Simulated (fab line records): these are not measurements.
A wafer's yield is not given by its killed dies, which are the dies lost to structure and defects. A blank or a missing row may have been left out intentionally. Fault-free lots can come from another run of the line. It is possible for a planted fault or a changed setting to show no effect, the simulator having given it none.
fab line records	flow gf180mcu	part 1 of 2: steps 1 to 34 of 43
record: lots: 5	wafers: 15	lastDay: 34
route steps=602 shown HV_LDD@190
lots that met no fault: from a run of the same line without faults
startH: hours from the record's opening day to when the first of the lot's shown wafers began	waitH: time in hours since the lot's previous step	" the same as in the row above	L1.1+2: one row covering several wafers at once	- either no value or no given start	* or withheld: withheld	< > ~ a bound
route shown NAME@n: names a module that has steps shown in the file, with the first one's number in the route	usual: mean and standard deviation over wafers with no fault	same: alike in all rows	chamber/n: place in a boat	sites: readings site by site	_std_site: the standard deviation of these	_edge_site: the outer-site mean with the inner-site mean subtracted	radiusMm: for every site, how far away it sits from the centre of the wafer	mask NAME#n: copy n	behind: the most recent tool/chamber to have shaped the wafer	hold: reason for holding the lot/hours on hold/outcome of the hold	device: the n, p or np transistor that did not switch	end of line: at the end of the route, the tests of the same wafers	a step with no rows: only its recipe	killed: not the wafer's yield, but the dies lost to structure and defects at the first sort	map: per-die view of a wafer (x killed, . not killed, _ where there is no die)
set.NAME: the setting that was run; set.NAME@STEP: the one run at that earlier step	model.NAME: the simulator's own value behind a step, which no gauge read
a table for each step, a row for each wafer; lots at some steps of the route
services: when a tool's chamber went out of use (startH, in hours from the record's first day, below 0 if earlier), for how many hours, and the reason
== steps ==
step: GF_HV_LDD_COAT_14
recipe: resist: NOVOLAK	spinRpm: 3000	resistThkNm: 1000
lot.wafer	tool	chamber	startH	waitH
L074.1+3+5	lithoTrack-01	0	225.90	0.1
L075.1+2+5	lithoTrack-01	0	232.75	0.1
L081.3+4+5	lithoTrack-01	0	280.05	0.1
L091.1+3+4	lithoTrack-03	0	355.81	0.1
L095.1+3+5	lithoTrack-03	0	386.56	0.1
step: GF_HV_LDD_SOFTBAKE_15
recipe: tempC: 90	timeS: 60	resist: NOVOLAK
usual: plateTempC: 90.01/0.12
lot.wafer	tool	chamber	startH	waitH	plateTempC
L074.1	lithoTrack-01	0	226.05	0.1	89.93
L074.3	"	0	"	"	89.97
L074.5	"	0	"	"	89.95
L075.1	lithoTrack-01	0	232.90	0.1	90.02
L075.2	"	0	"	"	90.20
L075.5	"	0	"	"	90.15
L081.3	lithoTrack-01	0	280.20	0.1	90.13
L081.4	"	0	"	"	90.01
L081.5	"	0	"	"	89.99
L091.1	lithoTrack-03	0	355.96	0.1	90.09
L091.3	"	0	"	"	90.00
L091.4	"	0	"	"	90.06
L095.1	lithoTrack-03	0	386.71	0.1	89.92
L095.3	"	0	"	"	89.87
L095.5	"	0	"	"	90.07
step: GF_HV_LDD_EXPOSE_16
recipe: maskId: Pplus_LV_AREA	targetCdNm: 400	na: 0.6	sourceShape: conventional	sigmaOuter: 0.6	doseMj: 140
lot.wafer	tool	chamber	startH	waitH	mask
L074.1+3+5	ilineStepper-02	0	-	-	Pplus_LV_AREA#0
L075.1+2+5	ilineStepper-01	0	-	-	Pplus_LV_AREA#0
L081.3+4+5	ilineStepper-02	0	-	-	Pplus_LV_AREA#0
L091.1+3+4	ilineStepper-02	0	-	-	Pplus_LV_AREA#0
L095.1+3+5	ilineStepper-02	0	-	-	Pplus_LV_AREA#0
step: GF_HV_LDD_PEB_17
recipe: tempC: withheld	timeS: *	resist: NOVOLAK
lot.wafer	tool	chamber	startH	waitH
L074.1+3+5	lithoTrack-01	0	-	-
L075.1+2+5	lithoTrack-01	0	-	-
L081.3+4+5	lithoTrack-03	0	-	-
L091.1+3+4	lithoTrack-03	0	-	-
L095.1+3+5	lithoTrack-03	0	-	-
step: GF_HV_LDD_DEVELOP_18
recipe: developTimeS: 60	devTempC: 23
lot.wafer	tool	chamber	startH	waitH
L074.1+3+5	lithoTrack-01	0	235.20	0.1
L075.1+2+5	lithoTrack-01	0	242.35	0.1
L081.3+4+5	lithoTrack-03	0	290.76	0.1
L091.1+3+4	lithoTrack-03	0	366.81	0.1
L095.1+3+5	lithoTrack-03	0	398.16	0.1
step: GF_HV_LDD_CD_MEAS_19
recipe: targetCdNm: 400
usual: cdNm: 399.8/2.7
lot.wafer	tool	chamber	startH	waitH	cdNm
L074.1	cdSem-02	-	235.35	0.1	400.9
L074.3	"	-	"	"	402.0
L074.5	"	-	"	"	400.6
L075.1	cdSem-02	-	242.50	0.1	397.6
L075.2	"	-	"	"	396.4
L075.5	"	-	"	"	396.7
L081.3	cdSem-01	-	290.90	0.1	399.5
L081.4	"	-	"	"	398.7
L081.5	"	-	"	"	401.0
L091.1	cdSem-02	-	366.96	0.1	400.2
L091.3	"	-	"	"	403.6
L091.4	"	-	"	"	402.9
L095.1	cdSem-02	-	398.31	0.1	401.8
L095.3	"	-	"	"	400.0
L095.5	"	-	"	"	399.6
step: GF_HV_LDD_OVL_MEAS_20
usual: HV_LDD_01_OVL: 0.9/1.7
lot.wafer	tool	chamber	startH	waitH	HV_LDD_01_OVL[nm]
L074.1	overlay-02	-	235.47	0.1	0.8
L074.3	"	-	"	"	0.6
L074.5	"	-	"	"	1.4
L075.1	overlay-01	-	242.62	0.1	0.1
L075.2	"	-	"	"	-0.4
L075.5	"	-	"	"	1.2
L081.3	overlay-01	-	290.99	0.1	2.9
L081.4	"	-	"	"	2.5
L081.5	"	-	"	"	2.3
L091.1	overlay-01	-	367.08	0.1	3.4
L091.3	"	-	"	"	5.3
L091.4	"	-	"	"	2.1
L095.1	overlay-02	-	398.43	0.1	2.2
L095.3	"	-	"	"	1.9
L095.5	"	-	"	"	1.0
step: GF_HV_LDD_IMPLANT_21
recipe: species: BF2	energyKev: 25	doseCm2: 5e+13	tiltDeg: 7
lot.wafer	tool	chamber	startH	waitH
L074.1+3+5	implanter-02	0	235.51	0.0
L075.1+2+5	implanter-02	0	242.66	0.0
L081.3+4+5	implanter-01	0	291.07	0.1
L091.1+3+4	implanter-01	0	367.12	0.0
L095.1+3+5	implanter-03	0	398.47	0.0
step: GF_HV_LDD_STRIP_22
recipe: chemistry: O2/N2	powerW: 1400	pressureMtorr: 1500	platenTempC: 250	o2FlowSccm: 3000	n2FlowSccm: 300	overashFraction: 0.5
usual: drypumpMotorCurrentA: 5.7/0.42	heaterPowerW: 346/51	oesProductAu: 0.715/0.0045	platenTempC: 250.01/0.19	stripTimeToEndpointS: 12.65/0.038
same: overashFraction: 0.5
lot.wafer	tool	chamber	startH	waitH	drypumpMotorCurrentA	heaterPowerW	oesProductAu	platenTempC	rfHoursCounterH	stripTimeToEndpointS
L074.1	plasmaAsher-01	1	235.66	0.1	5.3	334	0.715	249.72	58	12.61
L074.3	"	1	"	"	5.2	337	0.708	249.87	-	12.62
L074.5	"	0	"	"	5.7	354	0.706	249.82	-	12.56
L075.1	plasmaAsher-03	0	242.81	0.1	5.6	314	0.714	249.81	48	12.62
L075.2	"	1	"	"	6.3	332	0.720	250.16	48	12.60
L075.5	"	1	"	"	6.3	324	0.728	249.74	-	12.63
L081.3	plasmaAsher-03	1	291.20	0.1	6.3	326	0.721	250.51	-	12.64
L081.4	"	0	"	"	5.6	320	0.716	249.99	-	12.66
L081.5	"	0	"	"	5.6	322	0.717	250.39	-	12.69
L091.1	plasmaAsher-03	0	367.27	0.1	5.6	312	0.710	250.11	61	12.63
L091.3	"	1	"	"	6.4	321	0.720	250.22	-	12.66
L091.4	"	0	"	"	5.6	317	0.718	250.23	-	12.58
L095.1	plasmaAsher-03	0	398.62	0.1	5.6	315	0.727	250.04	65	12.61
L095.3	"	1	"	"	6.3	332	0.716	249.79	-	12.60
L095.5	"	1	"	"	6.3	329	0.715	250.14	-	12.59
step: GF_HV_LDD_TW_MEAS_23
usual: HV_LDD_2_TW: 1057/11
lot.wafer	tool	chamber	startH	waitH	HV_LDD_2_TW
L074.1	filmMetro-01	-	235.76	0.1	1041
L074.3	"	-	"	"	1037
L074.5	"	-	"	"	1037
L075.1	filmMetro-01	-	242.91	0.1	1045
L075.2	"	-	"	"	1049
L075.5	"	-	"	"	1042
L081.3	filmMetro-01	-	291.29	0.1	1052
L081.4	"	-	"	"	1050
L081.5	"	-	"	"	1049
L091.1	filmMetro-04	-	367.37	0.1	1062
L091.3	"	-	"	"	1064
L091.4	"	-	"	"	1068
L095.1	filmMetro-01	-	398.72	0.1	1045
L095.3	"	-	"	"	1048
L095.5	"	-	"	"	1043
step: GF_HV_LDD_DEHYDRATE_24
recipe: tempC: 200	timeS: 60
usual: plateTempC: 199.96/0.17
lot.wafer	tool	chamber	startH	waitH	plateTempC
L074.1	lithoTrack-02	0	244.58	8.8	199.98
L074.3	"	0	"	"	199.90
L074.5	"	0	"	"	199.78
L075.1	lithoTrack-02	0	251.38	8.5	199.79
L075.2	"	0	"	"	199.64
L075.5	"	0	"	"	199.79
L081.3	lithoTrack-03	0	300.56	9.3	199.90
L081.4	"	0	"	"	199.95
L081.5	"	0	"	"	199.90
L091.1	lithoTrack-02	0	377.93	10.5	199.89
L091.3	"	0	"	"	200.08
L091.4	"	0	"	"	199.88
L095.1	lithoTrack-03	0	409.81	11.1	200.14
L095.3	"	0	"	"	199.89
L095.5	"	0	"	"	200.17
step: GF_HV_LDD_HMDS_25
recipe: primeTimeS: 60	primeTempC: 120
lot.wafer	tool	chamber	startH	waitH
L074.1+3+5	lithoTrack-02	0	244.73	0.1
L075.1+2+5	lithoTrack-02	0	251.53	0.1
L081.3+4+5	lithoTrack-03	0	300.71	0.1
L091.1+3+4	lithoTrack-02	0	378.08	0.1
L095.1+3+5	lithoTrack-03	0	409.96	0.1
step: GF_HV_LDD_COAT_26
recipe: resist: NOVOLAK	spinRpm: 3000	resistThkNm: 1000
lot.wafer	tool	chamber	startH	waitH
L074.1+3+5	lithoTrack-02	0	244.88	0.1
L075.1+2+5	lithoTrack-02	0	251.68	0.1
L081.3+4+5	lithoTrack-03	0	300.86	0.1
L091.1+3+4	lithoTrack-02	0	378.23	0.1
L095.1+3+5	lithoTrack-03	0	410.11	0.1
step: GF_HV_LDD_SOFTBAKE_27
recipe: tempC: 90	timeS: 60	resist: NOVOLAK
usual: plateTempC: 89.99/0.12
lot.wafer	tool	chamber	startH	waitH	plateTempC
L074.1	lithoTrack-02	0	245.03	0.1	89.81
L074.3	"	0	"	"	89.97
L074.5	"	0	"	"	89.91
L075.1	lithoTrack-02	0	251.83	0.1	89.96
L075.2	"	0	"	"	89.88
L075.5	"	0	"	"	90.10
L081.3	lithoTrack-03	0	301.01	0.1	89.90
L081.4	"	0	"	"	89.85
L081.5	"	0	"	"	89.83
L091.1	lithoTrack-02	0	378.38	0.1	89.74
L091.3	"	0	"	"	90.05
L091.4	"	0	"	"	89.89
L095.1	lithoTrack-03	0	410.26	0.1	90.09
L095.3	"	0	"	"	90.07
L095.5	"	0	"	"	90.00
step: GF_HV_LDD_EXPOSE_28
recipe: maskId: Nplus_HV_AREA	targetCdNm: 400	na: 0.6	sourceShape: conventional	sigmaOuter: 0.6	doseMj: 140
lot.wafer	tool	chamber	startH	waitH	mask
L074.1+3+5	ilineStepper-02	0	-	-	Nplus_HV_AREA#0
L075.1+2+5	ilineStepper-02	0	-	-	Nplus_HV_AREA#0
L081.3+4+5	ilineStepper-01	0	-	-	Nplus_HV_AREA#0
L091.1+3+4	ilineStepper-02	0	-	-	Nplus_HV_AREA#0
L095.1+3+5	ilineStepper-02	0	-	-	Nplus_HV_AREA#0
step: GF_HV_LDD_PEB_29
recipe: tempC: withheld	timeS: *	resist: NOVOLAK
lot.wafer	tool	chamber	startH	waitH
L074.1+3+5	lithoTrack-03	0	-	-
L075.1+2+5	lithoTrack-01	0	-	-
L081.3+4+5	lithoTrack-02	0	-	-
L091.1+3+4	lithoTrack-02	0	-	-
L095.1+3+5	lithoTrack-01	0	-	-
step: GF_HV_LDD_DEVELOP_30
recipe: developTimeS: 60	devTempC: 23
lot.wafer	tool	chamber	startH	waitH
L074.1+3+5	lithoTrack-03	0	253.96	0.1
L075.1+2+5	lithoTrack-01	0	261.40	0.1
L081.3+4+5	lithoTrack-02	0	311.08	0.1
L091.1+3+4	lithoTrack-02	0	390.02	0.1
L095.1+3+5	lithoTrack-01	0	421.85	0.1
step: GF_HV_LDD_CD_MEAS_31
recipe: targetCdNm: 400
usual: cdNm: 400.0/2.5
lot.wafer	tool	chamber	startH	waitH	cdNm
L074.1	cdSem-02	-	254.11	0.1	397.2
L074.3	"	-	"	"	398.0
L074.5	"	-	"	"	395.7
L075.1	cdSem-02	-	261.55	0.1	401.3
L075.2	"	-	"	"	400.9
L075.5	"	-	"	"	399.7
L081.3	cdSem-02	-	311.22	0.1	397.3
L081.4	"	-	"	"	399.1
L081.5	"	-	"	"	399.3
L091.1	cdSem-01	-	390.17	0.1	399.6
L091.3	"	-	"	"	398.7
L091.4	"	-	"	"	397.5
L095.1	cdSem-02	-	422.00	0.1	398.9
L095.3	"	-	"	"	399.4
L095.5	"	-	"	"	399.5
step: GF_HV_LDD_OVL_MEAS_32
usual: HV_LDD_02_OVL: 1.5/1.3
lot.wafer	tool	chamber	startH	waitH	HV_LDD_02_OVL[nm]
L074.1	overlay-02	-	254.23	0.1	1.4
L074.3	"	-	"	"	-0.4
L074.5	"	-	"	"	1.6
L075.1	overlay-02	-	261.67	0.1	1.2
L075.2	"	-	"	"	0.0
L075.5	"	-	"	"	1.4
L081.3	overlay-01	-	311.31	0.1	2.3
L081.4	"	-	"	"	1.7
L081.5	"	-	"	"	3.3
L091.1	overlay-02	-	390.29	0.1	2.4
L091.3	"	-	"	"	1.8
L091.4	"	-	"	"	2.5
L095.1	overlay-01	-	422.12	0.1	3.1
L095.3	"	-	"	"	2.7
L095.5	"	-	"	"	3.3
step: GF_HV_LDD_IMPLANT_33
recipe: species: P	energyKev: 60	doseCm2: 7.5e+12	tiltDeg: 30	rotationDeg: 0
lot.wafer	tool	chamber	startH	waitH
L074.1+3+5	implanter-02	0	254.27	0.0
L075.1+2+5	implanter-02	0	261.71	0.0
L081.3+4+5	implanter-03	0	311.38	0.1
L091.1+3+4	implanter-03	0	390.33	0.0
L095.1+3+5	implanter-02	0	422.16	0.0
step: GF_HV_LDD_IMPLANT_34
recipe: species: P	energyKev: 60	doseCm2: 7.5e+12	tiltDeg: 30	rotationDeg: 90
lot.wafer	tool	chamber	startH	waitH
L074.1+3+5	implanter-02	0	254.42	0.1
L075.1+2+5	implanter-02	0	261.86	0.1
L081.3+4+5	implanter-03	0	311.53	0.1
L091.1+3+4	implanter-03	0	390.48	0.1
L095.1+3+5	implanter-02	0	422.31	0.1
step: GF_HV_LDD_IMPLANT_35
recipe: species: P	energyKev: 60	doseCm2: 7.5e+12	tiltDeg: 30	rotationDeg: 180
lot.wafer	tool	chamber	startH	waitH
L074.1+3+5	implanter-02	0	254.57	0.1
L075.1+2+5	implanter-02	0	262.01	0.1
L081.3+4+5	implanter-03	0	311.68	0.1
L091.1+3+4	implanter-03	0	390.63	0.1
L095.1+3+5	implanter-02	0	422.46	0.1
step: GF_HV_LDD_IMPLANT_36
recipe: species: P	energyKev: 60	doseCm2: 7.5e+12	tiltDeg: 30	rotationDeg: 270
lot.wafer	tool	chamber	startH	waitH
L074.1+3+5	implanter-02	0	254.72	0.1
L075.1+2+5	implanter-02	0	262.16	0.1
L081.3+4+5	implanter-03	0	311.83	0.1
L091.1+3+4	implanter-03	0	390.78	0.1
L095.1+3+5	implanter-02	0	422.61	0.1
step: GF_HV_LDD_STRIP_37
recipe: chemistry: O2/N2	powerW: 1400	pressureMtorr: 1500	platenTempC: 250	o2FlowSccm: 3000	n2FlowSccm: 300	overashFraction: 0.5
usual: drypumpMotorCurrentA: 5.7/0.43	heaterPowerW: 339/46	oesProductAu: 0.716/0.0044	platenTempC: 250.01/0.18	stripTimeToEndpointS: 12.61/0.037
same: overashFraction: 0.5
lot.wafer	tool	chamber	startH	waitH	drypumpMotorCurrentA	heaterPowerW	oesProductAu	platenTempC	rfHoursCounterH	stripTimeToEndpointS
L074.1	plasmaAsher-03	0	254.87	0.1	5.6	316	0.714	249.88	50	12.66
L074.3	"	1	"	"	6.4	326	0.719	249.75	-	12.65
L074.5	"	1	"	"	6.3	319	0.713	249.76	-	12.66
L075.1	plasmaAsher-01	1	262.31	0.1	5.3	329	0.722	250.05	61	12.63
L075.2	"	0	"	"	5.6	345	0.719	250.02	61	12.65
L075.5	"	0	"	"	5.6	351	0.718	250.13	-	12.62
L081.3	plasmaAsher-04	1	311.97	0.1	5.1	459	0.716	249.80	-	12.56
L081.4	"	0	"	"	5.6	304	0.712	249.99	-	12.61
L081.5	"	1	"	"	5.1	457	0.710	249.95	-	12.62
L091.1	plasmaAsher-03	0	390.93	0.1	5.7	311	0.710	250.38	64	12.65
L091.3	"	1	"	"	6.3	322	0.717	249.79	-	12.60
L091.4	"	0	"	"	5.6	320	0.706	250.10	-	12.62
L095.1	plasmaAsher-03	0	422.76	0.1	5.6	316	0.714	250.13	68	12.60
L095.3	"	1	"	"	6.4	323	0.714	249.66	-	12.57
L095.5	"	0	"	"	5.7	317	0.711	250.22	-	12.62
step: GF_HV_LDD_TW_MEAS_38
usual: HV_LDD_3_TW: 1432/11
lot.wafer	tool	chamber	startH	waitH	HV_LDD_3_TW
L074.1	filmMetro-02	-	254.97	0.1	1431
L074.3	"	-	"	"	1435
L074.5	"	-	"	"	1430
L075.1	filmMetro-04	-	262.41	0.1	1444
L075.2	"	-	"	"	1441
L075.5	"	-	"	"	1446
L081.3	filmMetro-02	-	312.05	0.1	1445
L081.4	"	-	"	"	1434
L081.5	"	-	"	"	1436
L091.1	filmMetro-02	-	391.03	0.1	1425
L091.3	"	-	"	"	1429
L091.4	"	-	"	"	1421
L095.1	filmMetro-02	-	422.86	0.1	1414
L095.3	"	-	"	"	1416
L095.5	"	-	"	"	1424
step: GF_HV_LDD_DEHYDRATE_39
recipe: tempC: 200	timeS: 60
usual: plateTempC: 199.99/0.17
lot.wafer	tool	chamber	startH	waitH	plateTempC
L074.1	lithoTrack-02	0	263.83	8.8	199.91
L074.3	"	0	"	"	200.24
L074.5	"	0	"	"	200.03
L075.1	lithoTrack-01	0	271.55	9.1	200.12
L075.2	"	0	"	"	200.01
L075.5	"	0	"	"	200.03
L081.3	lithoTrack-02	0	321.98	9.9	199.75
L081.4	"	0	"	"	200.10
L081.5	"	0	"	"	199.83
L091.1	lithoTrack-01	0	402.45	11.4	199.98
L091.3	"	0	"	"	200.14
L091.4	"	0	"	"	200.15
L095.1	lithoTrack-03	0	434.91	12.0	199.74
L095.3	"	0	"	"	199.64
L095.5	"	0	"	"	199.78
step: GF_HV_LDD_HMDS_40
recipe: primeTimeS: 60	primeTempC: 120
lot.wafer	tool	chamber	startH	waitH
L074.1+3+5	lithoTrack-02	0	263.98	0.1
L075.1+2+5	lithoTrack-01	0	271.70	0.1
L081.3+4+5	lithoTrack-02	0	322.13	0.1
L091.1+3+4	lithoTrack-01	0	402.60	0.1
L095.1+3+5	lithoTrack-03	0	435.06	0.1
step: GF_HV_LDD_COAT_41
recipe: resist: NOVOLAK	spinRpm: 3000	resistThkNm: 1000
lot.wafer	tool	chamber	startH	waitH
L074.1+3+5	lithoTrack-02	0	264.13	0.1
L075.1+2+5	lithoTrack-01	0	271.85	0.1
L081.3+4+5	lithoTrack-02	0	322.28	0.1
L091.1+3+4	lithoTrack-01	0	402.75	0.1
L095.1+3+5	lithoTrack-03	0	435.21	0.1
step: GF_HV_LDD_SOFTBAKE_42
recipe: tempC: 90	timeS: 60	resist: NOVOLAK
usual: plateTempC: 90.01/0.13
lot.wafer	tool	chamber	startH	waitH	plateTempC
L074.1	lithoTrack-02	0	264.28	0.1	90.23
L074.3	"	0	"	"	90.10
L074.5	"	0	"	"	90.14
L075.1	lithoTrack-01	0	272.00	0.1	89.73
L075.2	"	0	"	"	89.96
L075.5	"	0	"	"	89.90
L081.3	lithoTrack-02	0	322.43	0.1	90.11
L081.4	"	0	"	"	89.87
L081.5	"	0	"	"	89.77
L091.1	lithoTrack-01	0	402.90	0.1	89.82
L091.3	"	0	"	"	90.04
L091.4	"	0	"	"	89.99
L095.1	lithoTrack-03	0	435.36	0.1	89.86
L095.3	"	0	"	"	89.97
L095.5	"	0	"	"	89.99
step: GF_HV_LDD_EXPOSE_43
recipe: maskId: Pplus_HV_AREA	targetCdNm: 400	na: 0.6	sourceShape: conventional	sigmaOuter: 0.6	doseMj: 140
lot.wafer	tool	chamber	startH	waitH	mask
L074.1+3+5	ilineStepper-01	0	-	-	Pplus_HV_AREA#0
L075.1+2+5	ilineStepper-01	0	-	-	Pplus_HV_AREA#0
L081.3+4+5	ilineStepper-01	0	-	-	Pplus_HV_AREA#0
L091.1+3+4	ilineStepper-02	0	-	-	Pplus_HV_AREA#0
L095.1+3+5	ilineStepper-02	0	-	-	Pplus_HV_AREA#0
step: GF_HV_LDD_PEB_44
recipe: tempC: withheld	timeS: *	resist: NOVOLAK
lot.wafer	tool	chamber	startH	waitH
L074.1+3+5	lithoTrack-01	0	-	-
L075.1+2+5	lithoTrack-02	0	-	-
L081.3+4+5	lithoTrack-02	0	-	-
L091.1+3+4	lithoTrack-01	0	-	-
L095.1+3+5	lithoTrack-03	0	-	-
step: GF_HV_LDD_DEVELOP_45
recipe: developTimeS: 60	devTempC: 23
lot.wafer	tool	chamber	startH	waitH
L074.1+3+5	lithoTrack-01	0	273.25	0.1
L075.1+2+5	lithoTrack-02	0	281.48	0.1
L081.3+4+5	lithoTrack-02	0	332.78	0.1
L091.1+3+4	lithoTrack-01	0	414.20	0.1
L095.1+3+5	lithoTrack-03	0	447.21	0.1
step: GF_HV_LDD_CD_MEAS_46
recipe: targetCdNm: 400
usual: cdNm: 399.5/2.1
lot.wafer	tool	chamber	startH	waitH	cdNm
L074.1	cdSem-02	-	273.43	0.2	400.9
L074.3	"	-	"	"	402.9
L074.5	"	-	"	"	402.3
L075.1	cdSem-01	-	281.63	0.1	396.8
L075.2	"	-	"	"	397.7
L075.5	"	-	"	"	396.2
L081.3	cdSem-01	-	332.92	0.1	399.8
L081.4	"	-	"	"	397.7
L081.5	"	-	"	"	396.3
L091.1	cdSem-02	-	414.35	0.1	404.1
L091.3	"	-	"	"	403.4
L091.4	"	-	"	"	403.1
L095.1	cdSem-02	-	447.36	0.1	398.4
L095.3	"	-	"	"	398.9
L095.5	"	-	"	"	400.0
step: GF_HV_LDD_OVL_MEAS_47
usual: HV_LDD_03_OVL: 1.4/1.4
lot.wafer	tool	chamber	startH	waitH	HV_LDD_03_OVL[nm]
L074.1	overlay-02	-	273.55	0.1	2.2
L074.3	"	-	"	"	1.7
L074.5	"	-	"	"	2.2
L075.1	overlay-01	-	281.75	0.1	-1.5
L075.2	"	-	"	"	-0.1
L075.5	"	-	"	"	-0.7
L081.3	overlay-01	-	333.01	0.1	3.1
L081.4	"	-	"	"	3.5
L081.5	"	-	"	"	1.7
L091.1	overlay-02	-	414.47	0.1	2.2
L091.3	"	-	"	"	1.7
L091.4	"	-	"	"	2.1
L095.1	overlay-01	-	447.48	0.1	1.3
L095.3	"	-	"	"	1.3
L095.5	"	-	"	"	-0.1
